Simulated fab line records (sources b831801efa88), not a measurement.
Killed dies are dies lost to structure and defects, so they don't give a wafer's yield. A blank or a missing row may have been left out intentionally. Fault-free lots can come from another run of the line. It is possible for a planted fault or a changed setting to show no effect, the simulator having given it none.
Which tool is to blame? || flow sky130 || 6 lots, 18 wafers sampled, at 3 steps of a route of 708

WHAT THE GAUGES READ, wafer by wafer
SKY_VT_ADJUST_HVTP_TW_MEAS_11.
{"lot": "L788", "measured": "day 6 14:47", "on": "film_metro-02", "VT_ADJUST_HVTP_TW": "1340 1341 1333"}
{"lot": "L792", "measured": "day 7 15:56", "on": "film_metro-04", "VT_ADJUST_HVTP_TW": "1356 1364 1359"}
{"lot": "L795", "measured": "day 8 09:31", "on": "film_metro-03", "VT_ADJUST_HVTP_TW": "1354 1363 1356"}
{"lot": "L801", "measured": "day 10 04:02", "on": "film_metro-03", "VT_ADJUST_HVTP_TW": "1238 1240 1236"}
{"lot": "L805", "measured": "day 11 06:10", "on": "film_metro-02", "VT_ADJUST_HVTP_TW": "1332 1331 1336"}
{"lot": "L809", "measured": "day 12 09:23", "on": "film_metro-02", "VT_ADJUST_HVTP_TW": "1350 1345 1342"}

WHAT TOOL EACH LOT RAN ON (gives the tool, then ch and the chambers of the sampled wafers, and finally the start)
{"lot": "L788", "SKY_VT_ADJUST_HVTP_IMPLANT_09": "implanter-01 ch 0, day 6 14:32", "SKY_VT_ADJUST_HVTP_STRIP_10": "plasma_asher-01 ch 1, day 6 14:41"}
{"lot": "L792", "SKY_VT_ADJUST_HVTP_IMPLANT_09": "implanter-03 ch 0, day 7 15:43", "SKY_VT_ADJUST_HVTP_STRIP_10": "plasma_asher-01 ch 0,1, day 7 15:52"}
{"lot": "L795", "SKY_VT_ADJUST_HVTP_IMPLANT_09": "implanter-02 ch 0, day 8 09:16", "SKY_VT_ADJUST_HVTP_STRIP_10": "plasma_asher-03 ch 0,1, day 8 09:25"}
{"lot": "L801", "SKY_VT_ADJUST_HVTP_IMPLANT_09": "implanter-02 ch 0, day 10 03:47", "SKY_VT_ADJUST_HVTP_STRIP_10": "plasma_asher-03 ch 1, day 10 03:56"}
{"lot": "L805", "SKY_VT_ADJUST_HVTP_IMPLANT_09": "implanter-01 ch 0, day 11 05:56", "SKY_VT_ADJUST_HVTP_STRIP_10": "plasma_asher-03 ch 0,1, day 11 06:05"}
{"lot": "L809", "SKY_VT_ADJUST_HVTP_IMPLANT_09": "implanter-01 ch 0, day 12 09:08", "SKY_VT_ADJUST_HVTP_STRIP_10": "plasma_asher-02 ch 0,1, day 12 09:17"}
- SKY_VT_ADJUST_HVTP_IMPLANT_09
- SKY_VT_ADJUST_HVTP_STRIP_10: strips in O2/N2.

THE ANSWER, worked out from the rows above alone
Rule: what is usual is taken from the lots themselves. Put in order of their means at a reading, lots are off if they are a third of the lots or fewer, leave a main group of 4 or more, and stand apart from it by a gap of 3 or more times the standard deviation of the main group's means; of several such gaps the widest counts. If all means in a main group match to the digits the tables above print for the reading, that group is not used. Also off: a lot with no number at a reading for which 4 or more lots have one. Where the step has rows for the other lots, those lots are counted as sound.
Off: at SKY_VT_ADJUST_HVTP_TW_MEAS_11 (VT_ADJUST_HVTP_TW), L801. Main group: mean 1347, sd 11.
A tool fits if, at a process step before that reading, it ran every lot that is off, and no sound lot after the first of them. Gauges at SKY_VT_ADJUST_HVTP_TW_MEAS_11: tried the same way as those tools. This does not decide it: 2 tools fit, namely implanter-02 at SKY_VT_ADJUST_HVTP_IMPLANT_09 and film_metro-03 at SKY_VT_ADJUST_HVTP_TW_MEAS_11.

WHAT HAD BEEN PUT IN BY THE SIMULATOR
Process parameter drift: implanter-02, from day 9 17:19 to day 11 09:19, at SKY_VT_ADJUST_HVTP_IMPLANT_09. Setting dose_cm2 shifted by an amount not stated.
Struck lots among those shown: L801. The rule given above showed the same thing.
